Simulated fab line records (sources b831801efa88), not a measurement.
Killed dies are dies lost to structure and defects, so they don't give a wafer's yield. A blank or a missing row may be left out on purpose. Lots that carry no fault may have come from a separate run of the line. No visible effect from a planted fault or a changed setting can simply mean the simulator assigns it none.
Matching of chambers    flow gf180mcu    rie-si-02 running GF_STI_ETCH_14: 4 sister chambers
The step etches Si in HBr/Cl2/O2, target depth 360 nm, time 102.9 s. 8 wafers are shown with their chamber, then 8 later ones without.

## WAFERS WITH THEIR CHAMBER
wafer   chamber  throttle-valve-pct (%)  oes-product-au (a.u.)
L484.3  0        25.646                  1.009
L488.3  0        25.638                  1.009
L488.4  3        25.655                  1.005
L488.6  1        25.658                  1.008
L496.1  1        25.661                  0.994
L496.3  2        25.660                  1.003
L496.4  3        25.672                  0.997
L499.2  2        25.652                  0.999

## WAFERS WITHOUT THEIR CHAMBER
wafer   throttle-valve-pct (%)  oes-product-au (a.u.)
L499.3  25.650                  0.997
L499.6  25.653                  1.000
L501.1  25.652                  1.010
L501.3  25.661                  1.006
L501.6  25.656                  0.996
L503.1  25.646                  1.003
L503.2  25.653                  1.001
L503.5  25.669                  1.010

## THE CHAMBER EACH PASSED THROUGH
wafer   from the rows above                in truth
L499.3  can't be placed: 2 or 1 or 3 or 0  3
L499.6  can't be placed: 2 or 1 or 3 or 0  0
L501.1  can't be placed: 0 or 2 or 1 or 3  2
L501.3  can't be placed: 1 or 3 or 2 or 0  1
L501.6  can't be placed: 2 or 1 or 3       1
L503.1  can't be placed: 0 or 2 or 1 or 3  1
L503.2  can't be placed: 2 or 1 or 3 or 0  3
L503.5  can't be placed: 3 or 1 or 2 or 0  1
0 of 8 placed correctly. Not placeable from these rows: 8 (in 8, the candidates include the true chamber). Placed wrongly: 0.
How it was worked out, from the rows above alone: a wafer's distance from a chamber is the root of the sum, over the readings, of the square of ((its reading less the chamber's mean) divided by the reading's scatter). The wafer belongs to the nearest chamber; if the next one is less than 2 further off, it can't be placed. For every chamber, the mean is computed from those of its wafers that are shown. The scatter: take each reading less its chamber's mean, square it, sum over the shown wafers, divide by the number of wafers less the number of chambers, and take the root.
